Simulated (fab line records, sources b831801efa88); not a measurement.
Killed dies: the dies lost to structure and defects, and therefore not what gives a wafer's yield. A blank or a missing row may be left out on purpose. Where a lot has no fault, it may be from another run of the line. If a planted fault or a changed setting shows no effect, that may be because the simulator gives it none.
Which tool did it? + flow gf180mcu + 15 lots, 45 wafers sampled, at 6 steps of a route of 602

## WHAT EACH GAUGE READ, for each wafer
GF_MVSD_TW_MEAS_11. Usual: MVSD_TW gives 1573 (standard deviation 16).
| lot  | measured    | on           | MVSD_TW        | flag |
|------|-------------|--------------|----------------|------|
| L128 | day 4 09:34 | filmMetro-03 | 1548 1547 1548 |      |
| L129 | day 4 13:55 | filmMetro-04 | 1571 1571 1563 |      |
| L132 | day 5 06:47 | filmMetro-04 | 1561 1569 1564 |      |
| L134 | day 5 23:04 | filmMetro-04 | 1565 1566 1568 |      |
| L135 | day 6 11:11 | filmMetro-01 | 1586 1586 1587 |      |
| L136 | day 6 13:17 | filmMetro-01 | 1589 1584 1597 |      |
| L138 | day 7 08:50 | filmMetro-04 | 1573 1579 1577 |      |
| L140 | day 7 16:41 | filmMetro-01 | 1513 1513 1509 | OFF  |
| L141 | day 7 20:40 | filmMetro-03 | 1472 1473 1475 | OFF  |
| L142 | day 7 20:56 | filmMetro-01 | 1520 1520 1508 | OFF  |
| L147 | day 8 23:43 | filmMetro-04 | 1584 1584 1578 |      |
| L148 | day 9 05:10 | filmMetro-04 | 1575 1580 1570 |      |
| L149 | day 9 13:20 | filmMetro-01 | 1583 1588 1590 |      |
| L150 | day 9 19:52 | filmMetro-04 | 1575 1571 1568 |      |
| L151 | day 9 23:08 | filmMetro-01 | 1580 1582 1572 |      |

GF_VT_IMPLANT_RS_MEAS_46: measures by four-point-probe. Usual: MVSD_RS gives 456.8 ohm/sq (standard deviation 1.2).
| lot  | measured     | on           | MVSD_RS (ohm/sq)  | flag |
|------|--------------|--------------|-------------------|------|
| L128 | day 7 09:53  | filmMetro-03 | 456.8 456.9 455.9 |      |
| L129 | day 7 16:23  | filmMetro-03 | 458.3 458.5 458.4 |      |
| L132 | day 8 11:33  | filmMetro-04 | 457.8 457.5 456.1 |      |
| L134 | day 9 07:05  | filmMetro-01 | 456.7 457.1 457.0 |      |
| L135 | day 9 21:30  | filmMetro-04 | 457.0 456.1 457.7 |      |
| L136 | day 9 23:53  | filmMetro-03 | 458.3 458.3 458.5 |      |
| L138 | day 11 00:17 | filmMetro-04 | 455.6 455.6 455.9 |      |
| L140 | day 11 08:05 | filmMetro-03 | - - -             | OFF  |
| L141 | day 11 12:35 | filmMetro-01 | - - -             | OFF  |
| L142 | day 11 13:02 | filmMetro-04 | - - -             | OFF  |
| L147 | day 12 20:50 | filmMetro-03 | 456.2 456.3 457.6 |      |
| L148 | day 13 01:17 | filmMetro-01 | 456.7 456.8 456.2 |      |
| L149 | day 13 10:08 | filmMetro-03 | 455.8 456.0 454.7 |      |
| L150 | day 13 17:39 | filmMetro-01 | 456.1 456.3 456.4 |      |
| L151 | day 13 23:46 | filmMetro-04 | 456.1 456.6 457.5 |      |

GF_SAB_THK_MEAS_01. Usual: SAB_CVD_00_THK gives 50.3 nm (standard deviation 0.74).
| lot  | measured     | on           | SAB_CVD_00_THK (nm) | flag |
|------|--------------|--------------|---------------------|------|
| L128 | day 13 23:25 | filmMetro-02 | 50.9 51.3 51.5      |      |
| L129 | day 14 10:36 | filmMetro-03 | 49.2 49.9 50.2      |      |
| L132 | day 15 10:34 | filmMetro-02 | 50.7 50.7 51.9      |      |
| L134 | day 16 10:14 | filmMetro-02 | 49.7 49.7 50.0      |      |
| L135 | day 17 00:55 | filmMetro-02 | 49.6 50.2 50.8      |      |
| L136 | day 17 07:12 | filmMetro-04 | 49.8 49.6 50.5      |      |
| L138 | day 18 15:45 | filmMetro-02 | 49.2 48.8 49.7      |      |
| L147 | day 20 21:25 | filmMetro-04 | 50.1 49.7 49.9      |      |
| L148 | day 21 02:58 | filmMetro-02 | 50.3 50.2 50.9      |      |
| L149 | day 21 11:42 | filmMetro-02 | 50.1 50.3 51.2      |      |
| L150 | day 21 19:23 | filmMetro-02 | 48.9 49.0 49.9      |      |
| L151 | day 22 04:50 | filmMetro-04 | 50.7 51.4 51.2      |      |

GF_V1_THK_MEAS_01. Usual: V1_CVD_00_THK gives 594 nm (standard deviation 5.9).
| lot  | measured     | on           | V1_CVD_00_THK (nm) | flag |
|------|--------------|--------------|--------------------|------|
| L128 | day 16 20:01 | filmMetro-02 | 594 597 593        |      |
| L129 | day 17 07:47 | filmMetro-03 | 599 594 599        |      |
| L132 | day 18 09:14 | filmMetro-04 | 592 587 605        |      |
| L134 | day 19 11:58 | filmMetro-02 | 597 593 599        |      |
| L135 | day 20 02:56 | filmMetro-02 | 597 589 605        |      |
| L136 | day 20 10:21 | filmMetro-03 | 590 585 587        |      |
| L138 | day 21 18:57 | filmMetro-03 | 585 590 582        |      |
| L147 | day 23 23:25 | filmMetro-02 | 589 595 591        |      |
| L148 | day 24 04:26 | filmMetro-04 | 601 591 595        |      |
| L149 | day 24 13:29 | filmMetro-02 | 599 592 603        |      |
| L150 | day 24 19:50 | filmMetro-02 | 598 596 599        |      |
| L151 | day 25 05:25 | filmMetro-03 | 595 605 591        |      |

## EACH LOT AND THE TOOL THAT RAN IT (in order: tool; ch and the chambers of the sampled wafers; start)
| lot  | GF_MVSD_IMPLANT_09             | GF_M1_SPUTTER_03            |
|------|--------------------------------|-----------------------------|
| L128 | implanter-03 ch 0, day 4 09:19 | pvdSputter-03, day 15 21:05 |
| L129 | implanter-04 ch 0, day 4 13:40 | pvdSputter-01, day 16 08:50 |
| L132 | implanter-04 ch 0, day 5 06:34 | pvdSputter-04, day 17 09:43 |
| L134 | implanter-04 ch 0, day 5 22:49 | pvdSputter-01, day 18 11:14 |
| L135 | implanter-04 ch 0, day 6 10:58 | pvdSputter-01, day 19 02:13 |
| L136 | implanter-03 ch 0, day 6 13:02 | pvdSputter-04, day 19 08:52 |
| L138 | implanter-04 ch 0, day 7 08:37 | pvdSputter-01, day 20 18:03 |
| L140 | implanter-04, day 7 16:26      | -                           |
| L141 | implanter-03, day 7 20:25      | -                           |
| L142 | implanter-01, day 7 20:43      | -                           |
| L147 | implanter-03 ch 0, day 8 23:28 | pvdSputter-04, day 22 22:50 |
| L148 | implanter-01 ch 0, day 9 04:55 | pvdSputter-04, day 23 05:14 |
| L149 | implanter-01 ch 0, day 9 13:05 | pvdSputter-03, day 23 13:44 |
| L150 | implanter-01 ch 0, day 9 19:35 | pvdSputter-04, day 23 20:48 |
| L151 | implanter-04 ch 0, day 9 22:53 | pvdSputter-03, day 24 06:02 |
- GF_MVSD_IMPLANT_09
- GF_M1_SPUTTER_03: material Ti, target thk 10 nm, time 6.7 s.

## WHAT THE TOOLS THEMSELVES READ (means of the sampled wafers that have a number; where no wafer has one, the mark that the record gives instead)
GF_MVSD_IMPLANT_09. Usual: beamEnergyKeV 100.00, standard deviation 0.028; beamOnS 9.97 s, standard deviation 0.24.
| lot  | tool         | beamEnergyKeV | beamOnS (s) | flag |
|------|--------------|---------------|-------------|------|
| L128 | implanter-03 | 100.00        | 9.82        |      |
| L129 | implanter-04 | 100.01        | 9.89        |      |
| L132 | implanter-04 | 100.00        | 9.89        |      |
| L134 | implanter-04 | 100.02        | 9.70        |      |
| L135 | implanter-04 | 100.04        | 10.04       |      |
| L136 | implanter-03 | 99.97         | 10.12       |      |
| L138 | implanter-04 | 99.99         | 9.98        |      |
| L140 | implanter-04 | -             | -           | OFF  |
| L141 | implanter-03 | -             | -           | OFF  |
| L142 | implanter-01 | -             | -           | OFF  |
| L147 | implanter-03 | 100.02        | 9.79        |      |
| L148 | implanter-01 | 100.00        | 10.00       |      |
| L149 | implanter-01 | 100.04        | 10.06       |      |
| L150 | implanter-01 | 100.01        | 9.88        |      |
| L151 | implanter-04 | 100.00        | 10.03       |      |

GF_M1_SPUTTER_03. Usual: throttleValvePct reads 30.2 % (standard deviation 0.93).
| lot  | tool          | throttleValvePct (%) | flag |
|------|---------------|----------------------|------|
| L128 | pvdSputter-03 | 30.8                 |      |
| L129 | pvdSputter-01 | 30.2                 |      |
| L132 | pvdSputter-04 | 30.3                 |      |
| L134 | pvdSputter-01 | 30.1                 |      |
| L135 | pvdSputter-01 | 30.0                 |      |
| L136 | pvdSputter-04 | 30.1                 |      |
| L138 | pvdSputter-01 | 29.8                 |      |
| L147 | pvdSputter-04 | 29.3                 |      |
| L148 | pvdSputter-04 | 31.1                 |      |
| L149 | pvdSputter-03 | 29.9                 |      |
| L150 | pvdSputter-04 | 30.2                 |      |
| L151 | pvdSputter-03 | 30.2                 |      |

## THE ANSWER, worked out from the rows above alone
Rule: take the mean of a lot's wafers that have a number; if it is more than 3 standard deviations from the usual mean, the lot is off. A lot without any number at a reading at which 4 lots or more have one is off too. The other lots that the step has rows for count as sound. First the gauges in route order, then the tools' own readings, where a lot's mean is used as printed above. The first step at which some lot is off is used, and at that step the reading that is off furthest; a lot without a number counts as furthest.
Off: L140, L141, L142, at GF_MVSD_TW_MEAS_11 (MVSD_TW).
If a tool, at a process step before that reading, ran all the lots that are off and no sound lot after the first of them, it fits. The gauges at GF_MVSD_TW_MEAS_11 aren't tried: what is off there is off at GF_MVSD_IMPLANT_09 too, on other tools, and a gauge's error can't cause that. None of those tried fits.

## WHAT WAS PUT IN BY THE SIMULATOR
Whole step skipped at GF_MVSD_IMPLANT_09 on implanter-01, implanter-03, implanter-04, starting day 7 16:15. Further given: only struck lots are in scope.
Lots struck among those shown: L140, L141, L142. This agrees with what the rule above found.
